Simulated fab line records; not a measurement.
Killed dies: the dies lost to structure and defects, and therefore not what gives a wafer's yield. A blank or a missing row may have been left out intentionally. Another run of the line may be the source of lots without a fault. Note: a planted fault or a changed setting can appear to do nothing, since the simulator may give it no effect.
2 desks looking at one fault -- flow sky130 -- numbers are kept per desk, each desk with only its own; the story behind them comes last

== THE METROLOGY DESK ==
Means of the sampled wafers that have a number, per lot and without regard to the tool the lot ran on: this is what the gauges read. A lot is out of limits, marked OUT, if its mean lies more than 4 standard deviations from the usual mean; the brackets give that distance.
Columns: A = POLY_GATE_CVD_00_THK at SKY_POLY_GATE_THK_MEAS_01, usual 180.3 nm
lot,first seen here,A
L990,day 14 04:49,182.2
L991,day 14 09:16,182.1
L992,day 14 20:18,179.4
L993,day 15 05:05,180.8
L994,day 15 09:11,181.2
L996,day 15 23:13,178.8
L998,day 17 01:29,181.9
L999,day 17 08:22,178.2
L100,day 17 17:53,180.9
L103,day 18 12:44,180.2
L105,day 19 05:53,232.3 (+33) OUT
L107,day 19 23:37,180.3
L109,day 20 16:25,182.3
Finding of this desk: L105 out of limits, first seen on L105 at day 19 05:53 (POLY_GATE_CVD_00_THK at SKY_POLY_GATE_THK_MEAS_01). Within limits: L990, L991, L992, L993, L994, L996, L998, L999, L100, L103, L107, L109.

== AT THE TOOL OWNER'S DESK: lpcvd-01 ==
The tool's own readings at SKY_POLY_GATE_CVD_00 (deposits poly-Si, target thk 180 nm, time 720 s): means of the sampled wafers that have a number, for each lot that ran on this tool. A lot is out of limits, marked OUT, if its mean lies more than 4 standard deviations from the usual mean; the brackets give that distance.
Columns: A = spike tc bottom C at SKY_POLY_GATE_CVD_00, usual 639.1 C; B = spike tc centre C at SKY_POLY_GATE_CVD_00, usual 620.3 C; C = spike tc lower C at SKY_POLY_GATE_CVD_00, usual 620.5 C; D = spike tc top C at SKY_POLY_GATE_CVD_00, usual 638.0 C; E = spike tc upper C at SKY_POLY_GATE_CVD_00, usual 621.4 C; F = susceptor temp C at SKY_POLY_GATE_CVD_00, usual 619.99 C
lot,first seen here,A,B,C,D,E,F
L990,day 14 03:37,640.4,619.3,621.4,639.4,622.2,619.78
L991,day 14 08:03,638.4,621.1,620.3,637.8,621.3,620.16
L992,day 14 19:06,640.4,620.1,621.1,640.6,622.9,619.85
L993,day 15 03:53,639.7,620.0,621.7,639.3,622.1,620.28
L994,day 15 07:22,638.8,621.3,619.6,637.3,621.0,619.87
L996,day 15 21:59,637.6,620.2,619.5,636.5,620.2,619.84
L998,day 17 00:17,639.4,620.3,622.3,639.7,622.3,620.31
L999,day 17 07:08,639.4,620.0,621.9,639.9,622.2,620.17
L100,day 17 16:40,640.0,619.3,621.8,639.0,622.1,619.90
L103,day 18 11:31,637.7,621.2,620.1,636.7,620.3,619.88
L105,day 19 04:41,651.4 (+8.2) OUT,631.9 (+13) OUT,631.8 (+8.7) OUT,650.7 (+7.5) OUT,633.6 (+8.7) OUT,631.25 (+43) OUT
L107,day 19 22:25,637.7,619.9,619.5,636.6,621.4,619.89
L109,day 20 15:13,638.4,620.5,618.0,636.3,620.1,620.01
This desk's finding: out of limits on L105; first on L105, day 19 04:41 (spike tc bottom C at SKY_POLY_GATE_CVD_00). Within limits: L990, L991, L992, L993, L994, L996, L998, L999, L100, L103, L107, L109.

== ALL TOGETHER ==
The tool owner's desk had the chance to raise an alarm at day 19 04:41 on L105.
On L105, the metrology desk was in a position to raise an alarm at day 19 05:53.
All the named lots went through SKY_POLY_GATE_CVD_00 on lpcvd-01.

== WHAT THE SIMULATOR PUT IN ==
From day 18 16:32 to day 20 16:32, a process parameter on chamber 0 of lpcvd-01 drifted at SKY_POLY_GATE_CVD_00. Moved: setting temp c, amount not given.
Shown lots that were struck: L105.
Counting hours from when the fault started, the first reading out of limits came at 12 for the tool owner's desk and at 13 for the metrology desk.
